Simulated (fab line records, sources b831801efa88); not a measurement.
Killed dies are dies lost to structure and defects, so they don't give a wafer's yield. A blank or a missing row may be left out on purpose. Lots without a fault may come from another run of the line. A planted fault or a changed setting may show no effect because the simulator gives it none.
fab line records | flow sky130
record lots=6 wafers=18 last_day=50
route steps=708 shown SONOS_ONO@174 GATE_OXIDE@187 POLY_GATE@204 RES_PROTECT@206 PAD_OPEN@708
lots that met no fault: from a run of the same line without faults
start_h: hours from the record's first day to the start of the lot's first wafer shown | wait_h: hours since the lot's step before | " the same as in the row above | L1.1+2: a row that stands for several wafers | - no value, or no start given | * or withheld: withheld | < > ~ a bound
route shown NAME@n: a module of which the file shows steps, and the number in the route of the first | usual: mean/standard deviation of fault-free wafers | same: alike in all rows | chamber/n: place in a boat | sites: the reading at each site | _std_site: their standard deviation | _edge_site: outer sites' mean less inner sites' | radius_mm: how far each site lies from the wafer's centre | mask NAME#n: copy n | behind: the tool/chamber that last shaped the wafer | hold: why the lot was held/for how many hours/how that ended | device: the transistor (n, p or np) that didn't switch | end of line: the same wafers' tests at the end of the route | a step without rows: its recipe alone | killed: dies lost to structure and defects at the first sort, not the wafer's yield | map: a wafer's dies, x killed, . not, _ none there
set.NAME: the setting as run; set.NAME@STEP: as run at that earlier step | model.NAME: the simulator's own value behind a step, which no gauge read
lots at some steps of the route; a table a step, a row a wafer
services: from which hour (start_h, from the record's first day; less than 0 if before it) a tool's chamber was out of use, for how many hours, and why
## steps
# step SKY_SONOS_ONO_DEHYDRATE_06
# recipe temp_c=200 time_s=60
# step SKY_SONOS_ONO_HMDS_07
# recipe prime_time_s=60 prime_temp_c=120
# step SKY_SONOS_ONO_COAT_08
# recipe resist=NOVOLAK spin_rpm=3000 resist_thk_nm=1140
# step SKY_SONOS_ONO_SOFTBAKE_09
# recipe temp_c=90 time_s=60 resist=NOVOLAK
# step SKY_SONOS_ONO_EXPOSE_10
# recipe mask_id=ONOM target_cd_nm=410 na=0.6 source_shape=conventional sigma_outer=0.6 dose_mj=150
# step SKY_SONOS_ONO_PEB_11
# recipe temp_c=withheld time_s=* resist=NOVOLAK
# step SKY_SONOS_ONO_DEVELOP_12
# recipe develop_time_s=60 dev_temp_c=23
# step SKY_SONOS_ONO_CD_MEAS_13
# recipe target_cd_nm=410
# usual cd_nm=409.7/2.1
# columns lot.wafer tool chamber start_h wait_h cd_nm
L389.3 cd_sem-01 - 296.85 0.1 412.6
L389.4 " - " " 412.1
L389.5 " - " " 412.0
L392.1 cd_sem-02 - 338.84 0.3 408.7
L392.2 " - " " 409.4
L392.4 " - " " 410.7
L398.1 cd_sem-01 - 373.76 0.1 408.8
L398.2 " - " " 409.2
L398.5 " - " " 410.6
L401.3 cd_sem-01 - 408.09 0.1 410.5
L401.5 " - " " 412.2
L401.6 " - " " 410.0
L408.2 cd_sem-02 - 458.62 0.1 411.9
L408.4 " - " " 411.0
L408.5 " - " " 412.8
L410.1 cd_sem-01 - 469.60 0.1 408.8
L410.3 " - " " 410.3
L410.4 " - " " 408.7
# step SKY_SONOS_ONO_OVL_MEAS_14
# usual SONOS_ONO_OVL=0.9/1.5
# columns lot.wafer tool chamber start_h wait_h SONOS_ONO_OVL[nm]
L389.3 overlay-02 - 296.94 0.1 2.3
L389.4 " - " " 1.5
L389.5 " - " " 0.5
L392.1 overlay-02 - 338.96 0.1 -0.3
L392.2 " - " " 0.9
L392.4 " - " " 0.7
L398.1 overlay-01 - 373.88 0.1 1.1
L398.2 " - " " 0.3
L398.5 " - " " -0.1
L401.3 overlay-02 - 408.18 0.1 -2.7
L401.5 " - " " 0.3
L401.6 " - " " -0.4
L408.2 overlay-02 - 458.72 0.1 1.5
L408.4 " - " " 0.7
L408.5 " - " " 1.2
L410.1 overlay-02 - 469.72 0.1 4.4
L410.3 " - " " 1.8
L410.4 " - " " 5.1
# step SKY_SONOS_ONO_ETCH_15
# recipe target_depth_nm=19.52 chemistry=CHF3/O2 source_w=600 bias_w=200 pressure_mtorr=40 chf3_flow_sccm=50 O2_flow_sccm=5 time_s=7.8
# usual chamber_pressure_mTorr=40.00/0.038 drypump_motor_current_A=5.8/0.51 oes_product_au=0.996/0.0086 throttle_valve_pct=8.824/0.0089
# columns lot.wafer tool chamber start_h wait_h chamber_pressure_mTorr drypump_motor_current_A oes_product_au rf_hours_counter_h throttle_valve_pct
L389.3 rie_diel-04 3 296.97 0.0 40.00 5.8 0.985 6 8.829
L389.4 " 0 " " 40.02 6.0 1.002 15 8.822
L389.5 " 2 " " 40.05 6.3 0.990 - 8.821
L392.1 rie_diel-03 2 339.00 0.0 40.00 5.5 1.007 119 8.830
L392.2 " 3 " " 40.01 5.9 0.994 17 8.824
L392.4 " 1 " " 40.02 4.7 0.997 77 8.802
L398.1 rie_diel-04 3 373.92 0.0 40.03 5.8 0.985 8 8.817
L398.2 " 1 " " 40.01 6.0 0.995 32 8.829
L398.5 " 3 " " 40.00 5.8 0.984 - 8.829
L401.3 rie_diel-02 1 408.20 0.0 40.03 6.3 0.996 4 8.825
L401.5 " 3 " " 40.03 6.3 1.007 - 8.832
L401.6 " 0 " " 39.98 5.8 1.002 - 8.809
L408.2 rie_diel-03 1 458.75 0.0 39.97 4.7 0.995 80 8.827
L408.4 " 3 " " 40.00 6.0 1.002 20 8.827
L408.5 " 1 " " 40.00 4.7 0.998 - 8.829
L410.1 rie_diel-04 1 469.75 0.0 39.98 6.0 0.998 33 8.827
L410.3 " 2 " " 39.96 6.3 0.984 6 8.825
L410.4 " 0 " " 40.00 6.0 0.989 18 8.822
# step SKY_SONOS_ONO_WET_ETCH_16
# recipe chemistry=dHF target_depth_nm=14 dry=n2_spin target=SiO2 dilution=100:1 temp_c=25 time_s=280
# step SKY_SONOS_ONO_STRIP_17
# recipe chemistry=O2/N2 power_w=1400 pressure_mtorr=1500 platen_temp_c=withheld o2_flow_sccm=3000 n2_flow_sccm=300 overash_fraction=0.5
# usual chamber_pressure_mTorr=1500.1/1.2 drypump_motor_current_A=5.76/0.11 oes_product_au=0.710/0.0044 strip_time_to_endpoint_s=14.09/0.04
# columns lot.wafer tool chamber start_h wait_h chamber_pressure_mTorr drypump_motor_current_A oes_product_au rf_hours_counter_h strip_time_to_endpoint_s
L389.3 plasma_asher-04 1 297.11 0.0 1501.3 5.80 0.713 - 14.13
L389.4 " 0 " " 1500.2 5.71 0.709 - 14.13
L389.5 " 1 " " 1500.6 5.79 0.707 - 14.13
L392.1 plasma_asher-02 1 339.10 0.0 1500.7 5.94 0.705 54 14.06
L392.2 " 0 " " 1501.5 5.53 0.715 54 14.05
L392.4 " 1 " " 1500.9 5.92 0.706 - 14.07
L398.1 plasma_asher-01 1 374.02 0.0 1500.8 5.77 0.709 67 14.08
L398.2 " 0 " " 1500.2 5.84 0.709 67 14.10
L398.5 " 0 " " 1502.3 5.82 0.704 - 14.05
L401.3 plasma_asher-01 0 408.34 0.0 1503.3 5.84 0.709 - 14.08
L401.5 " 0 " " 1499.8 5.84 0.710 - 14.11
L401.6 " 1 " " 1499.8 5.77 0.714 - 14.09
L408.2 plasma_asher-02 0 458.95 0.0 1499.3 5.55 0.708 65 14.14
L408.4 " 0 " " 1500.2 5.52 0.719 - 14.10
L408.5 " 0 " " 1499.9 5.56 0.706 - 14.09
L410.1 plasma_asher-04 1 469.87 0.0 1500.9 5.79 0.713 4 14.14
L410.3 " 0 " " 1498.5 5.72 0.701 - 14.10
L410.4 " 1 " " 1500.9 5.80 0.712 - 14.11
# step SKY_SONOS_ONO_WET_ETCH_18
# recipe chemistry=H3PO4 target_depth_nm=15 target=Si3N4 temp_c=160 time_s=172
# usual bath_guard_temp_C=160.0/0.46 temp_c=159.99/0.15
# columns lot.wafer tool chamber start_h wait_h bath_guard_temp_C temp_c
L389.3 wet_bench-01 0 297.17 0.0 160.3 159.90
L389.4 " 0 " " 160.3 159.91
L389.5 " 0 " " 160.6 160.07
L392.1 wet_bench-01 3 339.20 0.1 159.9 160.06
L392.2 " 3 " " 159.7 160.04
L392.4 " 3 " " 160.0 159.86
L398.1 wet_bench-01 2 374.12 0.1 160.3 159.87
L398.2 " 2 " " 160.2 159.73
L398.5 " 2 " " 160.6 159.79
L401.3 wet_bench-01 1 408.41 0.0 160.8 160.16
L401.5 " 1 " " 160.8 159.92
L401.6 " 1 " " 160.9 159.77
L408.2 wet_bench-04 2 459.05 0.1 160.0 160.03
L408.4 " 2 " " 159.7 160.20
L408.5 " 2 " " 159.7 160.07
L410.1 wet_bench-04 1 469.97 0.1 159.8 159.88
L410.3 " 1 " " 159.2 159.89
L410.4 " 1 " " 159.6 159.66
# step SKY_GATE_OXIDE_CLEAN_00
# recipe chemistry=SC1/SC2 mix=1:4:20 temp_c=70 time_s=150 dry=n2_spin
# step SKY_GATE_OXIDE_OXIDATION_01
# recipe temp_c=900 ambient=O2 stabilise_s=600 purge_s=300 target_thk_a=102.68 ox_time_s=1473
# step SKY_GATE_OXIDE_THK_MEAS_02
# recipe reads=SiO2_of_GATE_OXIDE_OXIDATION_01
# usual GATE_OXIDE_OXIDATION_00_THK=10.32/0.23
# columns lot.wafer tool chamber start_h wait_h GATE_OXIDE_OXIDATION_00_THK[nm]
L389.3 film_metro-02 - 300.99 0.0 10.29
L389.4 " - " " 10.36
L389.5 " - " " 10.36
L392.1 film_metro-04 - 341.48 0.0 10.06
L392.2 " - " " 10.18
L392.4 " - " " 10.17
L398.1 film_metro-04 - 376.75 0.0 10.27
L398.2 " - " " 10.32
L398.5 " - " " 10.51
L401.3 film_metro-04 - 411.75 0.0 9.91
L401.5 " - " " 10.18
L401.6 " - " " 10.05
L408.2 film_metro-02 - 461.38 0.0 10.08
L408.4 " - " " 10.10
L408.5 " - " " 10.18
L410.1 film_metro-01 - 471.49 0.0 10.17
L410.3 " - " " 10.19
L410.4 " - " " 10.35
# step SKY_GATE_OXIDE_DEHYDRATE_03
# recipe temp_c=200 time_s=60
# step SKY_GATE_OXIDE_HMDS_04
# recipe prime_time_s=60 prime_temp_c=120
# step SKY_GATE_OXIDE_COAT_05
# recipe resist=NOVOLAK spin_rpm=3000 resist_thk_nm=1140
# step SKY_GATE_OXIDE_SOFTBAKE_06
# recipe temp_c=90 time_s=60 resist=NOVOLAK
# step SKY_GATE_OXIDE_EXPOSE_07
# recipe mask_id=LVOM na=0.6 source_shape=conventional sigma_outer=0.6 polarization=unpolarized target_cd_nm=600 dose_mj=170
# step SKY_GATE_OXIDE_PEB_08
# recipe temp_c=withheld time_s=* resist=NOVOLAK
# step SKY_GATE_OXIDE_DEVELOP_09
# recipe resist=NOVOLAK developer=TMAH develop_time_s=60 dev_temp_c=23
# step SKY_GATE_OXIDE_OVL_MEAS_10
# usual GATE_OXIDE_OVL=-0.3/1.5
# columns lot.wafer tool chamber start_h wait_h GATE_OXIDE_OVL[nm]
L389.3 overlay-02 - 326.06 0.1 -2.2
L389.4 " - " " -1.7
L389.5 " - " " -1.7
L392.1 overlay-01 - 369.66 0.1 -1.2
L392.2 " - " " -0.1
L392.4 " - " " 0.9
L398.1 overlay-01 - 405.70 0.1 -0.5
L398.2 " - " " -0.7
L398.5 " - " " -0.3
L401.3 overlay-01 - 441.59 0.1 0.0
L401.5 " - " " -2.5
L401.6 " - " " -3.0
L408.2 overlay-01 - 492.36 0.1 -1.0
L408.4 " - " " -0.4
L408.5 " - " " 0.3
L410.1 overlay-01 - 502.28 0.1 -0.3
L410.3 " - " " 0.0
L410.4 " - " " 1.6
# step SKY_GATE_OXIDE_IMPLANT_11
# recipe species=B energy_kev=10 dose_cm2=2.655e+12 tilt_deg=withheld
# step SKY_GATE_OXIDE_WET_ETCH_12
# recipe chemistry=dHF target_depth_nm=16.8 dry=n2_spin target=SiO2 dilution=100:1 temp_c=25 time_s=336
# step SKY_GATE_OXIDE_STRIP_13
# recipe chemistry=O2/N2 power_w=1400 pressure_mtorr=1500 platen_temp_c=withheld o2_flow_sccm=3000 n2_flow_sccm=300 overash_fraction=0.5
# usual chamber_pressure_mTorr=1499.9/1.3 drypump_motor_current_A=5.78/0.12 oes_product_au=0.716/0.0046 strip_time_to_endpoint_s=14.17/0.037
# columns lot.wafer tool chamber start_h wait_h chamber_pressure_mTorr drypump_motor_current_A oes_product_au rf_hours_counter_h strip_time_to_endpoint_s
L389.3 plasma_asher-04 1 326.37 0.0 1500.2 5.81 0.715 - 14.18
L389.4 " 0 " " 1499.3 5.69 0.708 - 14.21
L389.5 " 0 " " 1500.4 5.71 0.712 - 14.18
L392.1 plasma_asher-04 0 369.97 0.0 1501.0 5.69 0.714 69 14.14
L392.2 " 1 " " 1501.9 5.79 0.711 69 14.19
L392.4 " 0 " " 1500.4 5.71 0.718 - 14.19
L398.1 plasma_asher-03 0 405.99 0.0 1500.7 6.05 0.719 27 14.22
L398.2 " 1 " " 1499.9 5.55 0.717 27 14.19
L398.5 " 0 " " 1499.0 6.07 0.710 - 14.16
L401.3 plasma_asher-01 1 441.90 0.0 1500.4 5.78 0.712 - 14.23
L401.5 " 0 " " 1500.3 5.85 0.713 - 14.24
L401.6 " 1 " " 1500.5 5.77 0.717 - 14.17
L408.2 plasma_asher-04 1 492.65 0.0 1499.1 5.77 0.720 6 14.17
L408.4 " 0 " " 1498.6 5.71 0.715 - 14.22
L408.5 " 1 " " 1500.5 5.79 0.722 - 14.18
L410.1 plasma_asher-04 0 502.57 0.0 1499.4 5.68 0.720 7 14.15
L410.3 " 1 " " 1502.2 5.81 0.723 - 14.21
L410.4 " 0 " " 1498.0 5.74 0.707 - 14.20
# step SKY_GATE_OXIDE_TW_MEAS_14
# usual GATE_OXIDE_TW=226.5/2.5
# columns lot.wafer tool chamber start_h wait_h GATE_OXIDE_TW
L389.3 film_metro-02 - 326.45 0.1 224.9
L389.4 " - " " 224.0
L389.5 " - " " 224.6
L392.1 film_metro-04 - 370.14 0.1 227.9
L392.2 " - " " 230.2
L392.4 " - " " 228.8
L398.1 film_metro-02 - 406.09 0.1 223.1
L398.2 " - " " 223.5
L398.5 " - " " 224.0
L401.3 film_metro-01 - 441.99 0.1 223.3
L401.5 " - " " 224.8
L401.6 " - " " 224.0
L408.2 film_metro-04 - 492.76 0.1 229.1
L408.4 " - " " 229.3
L408.5 " - " " 229.9
L410.1 film_metro-04 - 502.67 0.1 228.0
L410.3 " - " " 227.3
L410.4 " - " " 229.2
# step SKY_GATE_OXIDE_CLEAN_15
# recipe chemistry=SC1/SC2 mix=1:4:20 temp_c=70 time_s=150 dry=n2_spin
# step SKY_GATE_OXIDE_OXIDATION_16
# recipe temp_c=800 ambient=O2 idle_temp_c=700 ramp_up_c_per_min=10 ramp_down_c_per_min=3 stabilise_s=600 purge_s=300 target_thk_a=35.7 ox_time_s=1915
# step SKY_POLY_GATE_CVD_00
# recipe material=poly-Si target_thk_nm=180 temp_c=620 time_s=720 pressure_mtorr=200
# step SKY_POLY_GATE_THK_MEAS_01
# recipe reads=poly-Si_of_POLY_GATE_CVD_00
# usual POLY_GATE_CVD_00_THK=180.6/1.6
# columns lot.wafer tool chamber start_h wait_h POLY_GATE_CVD_00_THK[nm]
L389.3 film_metro-03 - 329.98 0.0 180.5
L389.4 " - " " 180.4
L389.5 " - " " 181.0
L392.1 film_metro-04 - 376.69 0.0 180.4
L392.2 " - " " 180.5
L392.4 " - " " 180.3
L398.1 film_metro-04 - 409.04 0.0 184.8
L398.2 " - " " 182.2
L398.5 " - " " 182.9
L401.3 film_metro-03 - 446.92 0.0 179.4
L401.5 " - " " 181.4
L401.6 " - " " 180.2
L408.2 film_metro-03 - 495.60 0.0 178.7
L408.4 " - " " 179.7
L408.5 " - " " 178.9
L410.1 film_metro-04 - 505.51 0.0 181.8
L410.3 " - " " 183.3
L410.4 " - " " 182.7
# step SKY_RES_PROTECT_DEHYDRATE_00
# recipe temp_c=200 time_s=60
# step SKY_RES_PROTECT_HMDS_01
# recipe prime_time_s=60 prime_temp_c=120
# step SKY_RES_PROTECT_COAT_02
# recipe resist=NOVOLAK spin_rpm=3000 resist_thk_nm=1140
# step SKY_RES_PROTECT_SOFTBAKE_03
# recipe temp_c=90 time_s=60 resist=NOVOLAK
# step SKY_RES_PROTECT_EXPOSE_04
# recipe mask_id=RPM na=0.6 source_shape=conventional sigma_outer=0.6 polarization=unpolarized target_cd_nm=1270 dose_mj=131
# step SKY_RES_PROTECT_PEB_05
# recipe temp_c=withheld time_s=* resist=NOVOLAK
# step SKY_RES_PROTECT_DEVELOP_06
# recipe resist=NOVOLAK developer=TMAH develop_time_s=60 dev_temp_c=23
# step SKY_POLY_GATE_IMPLANT_02
# recipe species=P energy_kev=30 dose_cm2=7.7e+15 tilt_deg=0
# step SKY_RES_PROTECT_STRIP_07
# recipe chemistry=O2/N2 power_w=1400 pressure_mtorr=1500 platen_temp_c=withheld o2_flow_sccm=3000 n2_flow_sccm=300 overash_fraction=0.5
# usual chamber_pressure_mTorr=1499.9/1.5 drypump_motor_current_A=5.75/0.18 oes_product_au=0.518/0.0045 strip_time_to_endpoint_s=23.29/0.041
# columns lot.wafer tool chamber start_h wait_h chamber_pressure_mTorr drypump_motor_current_A oes_product_au rf_hours_counter_h strip_time_to_endpoint_s
L389.3 plasma_asher-02 0 357.23 0.1 1499.9 5.56 0.523 - 23.24
L389.4 " 1 " " 1500.4 5.88 0.521 - 23.27
L389.5 " 1 " " 1500.2 5.88 0.511 - 23.25
L392.1 plasma_asher-02 0 405.54 0.1 1497.5 5.55 0.526 60 23.30
L392.2 " 1 " " 1498.9 5.85 0.507 60 23.23
L392.4 " 0 " " 1502.1 5.52 0.507 - 23.23
L398.1 plasma_asher-02 0 439.55 0.1 1500.9 5.56 0.518 63 23.24
L398.2 " 1 " " 1501.2 5.91 0.518 63 23.25
L398.5 " 1 " " 1499.1 5.91 0.513 - 23.23
L401.3 plasma_asher-02 0 477.12 0.1 1499.1 5.53 0.527 - 23.34
L401.5 " 0 " " 1497.7 5.54 0.518 - 23.29
L401.6 " 1 " " 1497.1 5.87 0.528 - 23.32
L408.2 plasma_asher-03 1 525.85 0.1 1500.1 5.55 0.521 39 23.26
L408.4 " 0 " " 1499.1 6.07 0.519 - 23.29
L408.5 " 0 " " 1501.3 6.04 0.514 - 23.27
L410.1 plasma_asher-03 0 535.50 0.1 1501.9 6.05 0.527 40 23.28
L410.3 " 0 " " 1499.0 6.06 0.510 - 23.25
L410.4 " 1 " " 1498.7 5.55 0.521 - 23.29
# step SKY_RES_PROTECT_TW_MEAS_08
# usual POLY_GATE_TW=4058/44
# columns lot.wafer tool chamber start_h wait_h POLY_GATE_TW
L389.3 film_metro-04 - 357.32 0.1 4096
L389.4 " - " " 4113
L389.5 " - " " 4110
L392.1 film_metro-03 - 405.64 0.1 4034
L392.2 " - " " 4033
L392.4 " - " " 4026
L398.1 film_metro-01 - 439.65 0.1 3980
L398.2 " - " " 4020
L398.5 " - " " 4010
L401.3 film_metro-04 - 477.20 0.1 4062
L401.5 " - " " 4089
L401.6 " - " " 4102
L408.2 film_metro-01 - 525.96 0.1 4024
L408.4 " - " " 4014
L408.5 " - " " 4028
L410.1 film_metro-04 - 535.60 0.1 4069
L410.3 " - " " 4067
L410.4 " - " " 4082
# step SKY_PAD_OPEN_PROBE_99
# usual killed_at_M0_to_M3=43/6.9 killed_at_M4_up=3.0/1.8 killed_at_contacts=24/4.8 killed_at_front_end=15/4.5 killed_at_other=0.4/0.67 killed_dies=86/9.2 killed_open=46/6.9 killed_short=39/6
# same gross_dies=492 killed_at_back_side=0
# columns lot.wafer tool chamber start_h wait_h killed_at_M0_to_M3 killed_at_M4_up killed_at_contacts killed_at_front_end killed_at_other killed_dies killed_open killed_short
L389.3 prober-02 - 1089.46 0.2 35 3 23 27 1 89 55 33
L389.4 prober-02 - 1089.51 0.2 42 0 29 15 2 88 53 35
L389.5 prober-02 - 1089.56 0.2 43 1 30 13 0 87 51 36
L392.1 prober-01 - 1122.22 0.1 42 2 17 10 0 71 36 35
L392.2 prober-01 - 1122.27 0.1 43 6 23 17 0 89 45 44
L392.4 prober-01 - 1122.37 0.2 45 3 26 16 0 90 48 42
L398.1 prober-01 - 1147.47 0.1 33 2 28 52 1 116 40 33
L398.2 prober-01 - 1147.52 0.1 34 5 19 58 0 116 40 30
L398.5 prober-01 - 1147.67 0.2 30 7 15 60 0 112 35 25
L401.3 prober-01 - 1167.62 0.2 40 5 21 55 0 121 36 43
L401.5 prober-01 - 1167.72 0.2 50 1 23 62 0 136 57 30
L401.6 prober-01 - 1167.77 0.2 36 6 24 71 0 137 48 39
L408.2 prober-02 - 1198.39 0.1 33 5 19 13 1 71 41 30
L408.4 prober-02 - 1198.49 0.2 28 2 23 11 0 64 42 22
L408.5 prober-02 - 1198.54 0.2 42 5 22 20 3 92 41 48
L410.1 prober-02 - 1199.84 0.1 50 2 23 8 0 83 44 39
L410.3 prober-02 - 1199.94 0.2 50 5 21 10 1 87 42 45
L410.4 prober-02 - 1199.99 0.2 42 2 20 20 1 85 46 39
# killed by level:class
L389.3 CONTACT:geometric_particle:open=9 VIA1:geometric_particle:open=8 POLY_GATE:geometric_particle:open=8 FIELD_ISO:geometric_particle:open=6 VIA3:geometric_particle:open=6 VIA2:geometric_particle:open=5 METAL3:geometric_particle:short=4 FIELD_ISO:geometric_particle:short=3
L389.4 VIA1:geometric_particle:open=11 CONTACT:geometric_particle:open=10 CONTACT:geometric_particle:short=8 LOCAL_INTERCONNECT:geometric_particle:short=7 VIA2:geometric_particle:open=7 VIA1:geometric_particle:short=6 VIA3:geometric_particle:open=6 FIELD_ISO:geometric_particle:open=4
L389.5 VIA1:geometric_particle:open=11 CONTACT:geometric_particle:open=10 VIA2:geometric_particle:open=8 LI_CONTACT:geometric_particle:short=7 CONTACT:geometric_particle:short=5 METAL3:geometric_particle:short=5 VIA3:geometric_particle:open=5 FIELD_ISO:geometric_particle:short=4
L392.1 VIA1:geometric_particle:open=10 VIA3:geometric_particle:open=7 VIA1:geometric_particle:short=6 CONTACT:geometric_particle:open=5 VIA2:geometric_particle:open=5 LOCAL_INTERCONNECT:geometric_particle:short=4 CONTACT:geometric_particle:short=4 FIELD_ISO:geometric_particle:short=3
L392.2 VIA1:geometric_particle:open=16 LI_CONTACT:geometric_particle:open=8 CONTACT:geometric_particle:open=7 METAL1:geometric_particle:short=6 METAL2:geometric_particle:short=5 METAL4:geometric_particle:short=5 POLY_GATE:geometric_particle:short=4 LOCAL_INTERCONNECT:geometric_particle:short=4
L392.4 LI_CONTACT:geometric_particle:open=10 VIA1:geometric_particle:open=10 METAL1:geometric_particle:short=8 VIA2:geometric_particle:open=7 FIELD_ISO:geometric_particle:short=5 METAL2:geometric_particle:short=5 LOCAL_INTERCONNECT:geometric_particle:short=5 VIA3:geometric_particle:open=5
L398.1 SONOS_ONO:unspecified=42 CONTACT:geometric_particle:open=13 VIA1:geometric_particle:open=10 CONTACT:geometric_particle:short=6 METAL1:geometric_particle:short=5 LI_CONTACT:geometric_particle:open=4 VIA1:geometric_particle:short=4 POLY_GATE:geometric_particle:open=3
L398.2 SONOS_ONO:unspecified=46 CONTACT:geometric_particle:open=9 VIA3:geometric_particle:open=7 VIA1:geometric_particle:open=6 VIA2:geometric_particle:open=5 SPACER:geometric_particle:open=4 LI_CONTACT:geometric_particle:short=4 VIA1:geometric_particle:short=4
L398.5 SONOS_ONO:unspecified=52 VIA1:geometric_particle:open=9 CONTACT:geometric_particle:open=8 VIA3:geometric_particle:open=6 METAL4:geometric_particle:short=6 LI_CONTACT:geometric_particle:open=4 METAL2:geometric_particle:short=4 VIA1:geometric_particle:short=3
L401.3 SONOS_ONO:unspecified=42 CONTACT:geometric_particle:open=7 LI_CONTACT:geometric_particle:open=6 METAL3:geometric_particle:short=6 METAL2:geometric_particle:short=5 VIA1:geometric_particle:open=5 VIA1:geometric_particle:short=5 VIA2:geometric_particle:short=5
L401.5 SONOS_ONO:unspecified=48 VIA1:geometric_particle:open=18 LI_CONTACT:geometric_particle:open=8 CONTACT:geometric_particle:open=8 VIA2:geometric_particle:open=8 METAL2:geometric_particle:short=5 FIELD_ISO:geometric_particle:open=4 LOCAL_INTERCONNECT:geometric_particle:short=4
L401.6 SONOS_ONO:unspecified=49 CONTACT:geometric_particle:open=14 VIA1:geometric_particle:open=11 FIELD_ISO:geometric_particle:short=6 METAL2:geometric_particle:short=6 VIA2:geometric_particle:open=6 POLY_GATE:geometric_particle:open=5 METAL1:geometric_particle:short=5
L408.2 VIA1:geometric_particle:open=10 LI_CONTACT:geometric_particle:open=6 VIA2:geometric_particle:open=6 CONTACT:geometric_particle:open=5 METAL2:geometric_particle:short=5 FIELD_ISO:geometric_particle:open=4 FIELD_ISO:geometric_particle:short=4 METAL1:geometric_particle:short=4
L408.4 CONTACT:geometric_particle:open=9 LI_CONTACT:geometric_particle:open=9 VIA1:geometric_particle:open=8 POLY_GATE:geometric_particle:open=5 VIA3:geometric_particle:open=5 METAL2:geometric_particle:short=4 VIA1:geometric_particle:short=4 FIELD_ISO:geometric_particle:short=3
L408.5 METAL2:geometric_particle:short=8 VIA2:geometric_particle:open=8 LOCAL_INTERCONNECT:geometric_particle:short=7 FIELD_ISO:geometric_particle:short=6 FIELD_ISO:geometric_particle:open=5 VIA1:geometric_particle:short=5 VIA1:geometric_particle:open=5 LI_CONTACT:geometric_particle:open=4
L410.1 VIA3:geometric_particle:open=12 VIA1:geometric_particle:open=9 METAL1:geometric_particle:short=7 VIA1:geometric_particle:short=6 CONTACT:geometric_particle:short=6 CONTACT:geometric_particle:open=6 LI_CONTACT:geometric_particle:open=5 METAL2:geometric_particle:short=3
L410.3 VIA1:geometric_particle:open=13 METAL1:geometric_particle:short=9 LOCAL_INTERCONNECT:geometric_particle:short=7 VIA3:geometric_particle:open=6 FIELD_ISO:geometric_particle:short=5 VIA2:geometric_particle:open=5 VIA1:geometric_particle:short=5 LI_CONTACT:geometric_particle:open=4
L410.4 VIA1:geometric_particle:open=13 LOCAL_INTERCONNECT:geometric_particle:short=7 VIA1:geometric_particle:short=7 POLY_GATE:geometric_particle:open=6 FIELD_ISO:geometric_particle:short=5 LOCAL_INTERCONNECT:geometric_particle:open=5 LI_CONTACT:geometric_particle:open=4 VIA3:geometric_particle:open=4
# map L398.1 (x killed, . not)
__________.....x...._________
________...x....x....._______
______........x..x.x..x._____
_____....x...x...........____
____..xx.x...x.....x......___
___.xx.xx...x..............__
__......xxx......xx........._
_......xxxxxxx...x....x....x.
_.....xxxxxxx...x..x.........
_.xx.xxxxxxxxxx..xx.x..x...x.
_...x.xxxxxx.xxx..x....x.....
_......xxx.xxx.xx............
_.......xx..x..........xxx.x.
_.........xx.x....xx.x....x..
_..x..x.............x........
__..x..x.x.....xxx...x.....x_
___x......x....x........x.x__
____.....................x___
_____.....x..............____
______..x..............._____
________x............._______
__________.....x..x._________
# map L401.6 (x killed, . not)
__________..x....x.._________
________.....x..xxxx.._______
______.x...x........x.x._____
_____.......x.....x.x....____
____...x.....xx.x.....x...___
___.......x.x.........xx...__
__....x...x.......x.x...x..._
_.......x.x.xx.xx..x......x..
_.x....x........x.....x....x.
_....x...xx........x.........
_.......xxx.x.....x..x......x
_..x..xxxxxxxx.x.......x.....
_....x.xxxxxxx.x......x..x...
_....xxxxxxxxxx.......x.x....
_.x...xxxxxxxxxx......x.xx.x.
__...xxxxxxxxxx....x...xxx.._
___..xxxx.xx..x.....x..x...__
____...x.....x.......x...x___
_____...x..x.xx..........____
______....x....x........_____
________....x........._______
__________.......x.x_________
## services
# columns tool chamber start_h hours kind
plasma_asher-03 - 274.20 2.4 repair
rie_diel-03 1 279.27 4.9 repair
rie_diel-02 1 293.70 11.0 repair
rie_diel-04 0 301.19 5.1 repair
rie_diel-03 - 327.50 0.1 repair
rie_diel-03 - 330.68 2.0 repair
plasma_asher-01 - 346.18 0.4 repair
rie_diel-03 1 371.46 12.1 repair
plasma_asher-02 - 373.75 0.7 repair
rie_diel-02 2 380.49 4.1 repair
plasma_asher-02 - 387.23 2.8 pm
plasma_asher-01 - 406.69 1.5 repair
plasma_asher-04 - 421.25 9.0 pm
rie_diel-04 3 423.10 9.9 repair
rie_diel-03 2 430.77 4.3 repair
rie_diel-03 0 431.84 12.7 repair
rie_diel-04 1 441.52 4.9 repair
rie_diel-02 3 445.83 1.7 repair
plasma_asher-01 - 467.58 2.9 repair
plasma_asher-01 - 472.70 2.8 repair
plasma_asher-04 - 486.86 2.8 pm
rie_diel-04 1 507.08 10.8 repair
plasma_asher-01 - 511.13 0.3 repair
plasma_asher-04 - 519.20 4.3 repair
## key
first_sign step=SKY_PAD_OPEN_PROBE_99 reading=killed_at_front_end direction=up sigmas=10 usual=15 struck=60
effect step=SKY_PAD_OPEN_PROBE_99 reading=killed_dies direction=up sigmas=4.1 usual=86 struck=123
met_at SKY_SONOS_ONO_WET_ETCH_18
struck_wafers L398.1,L398.2,L398.5,L401.3,L401.5,L401.6
tester_left_out L398,L401
onset_between 339.20 374.12
also_fits SKY_SONOS_ONO_STRIP_17:plasma_asher-01,SKY_RES_PROTECT_STRIP_07:plasma_asher-02
fault kind=chamber_particle_source tool=wet_bench-01 chamber=- onset_h=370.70 steps=SKY_SONOS_ONO_WET_ETCH_18 rate_per_visit_cm2=0.58618 end_h=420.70
# tester_left_out: of these lots the tester's yield and bins aren't shown, on N5 and GAA mostly nor the transistor test; their killed dies are dies lost to structure and defects alone, not to doping, threshold or leakage, so they don't give the yield
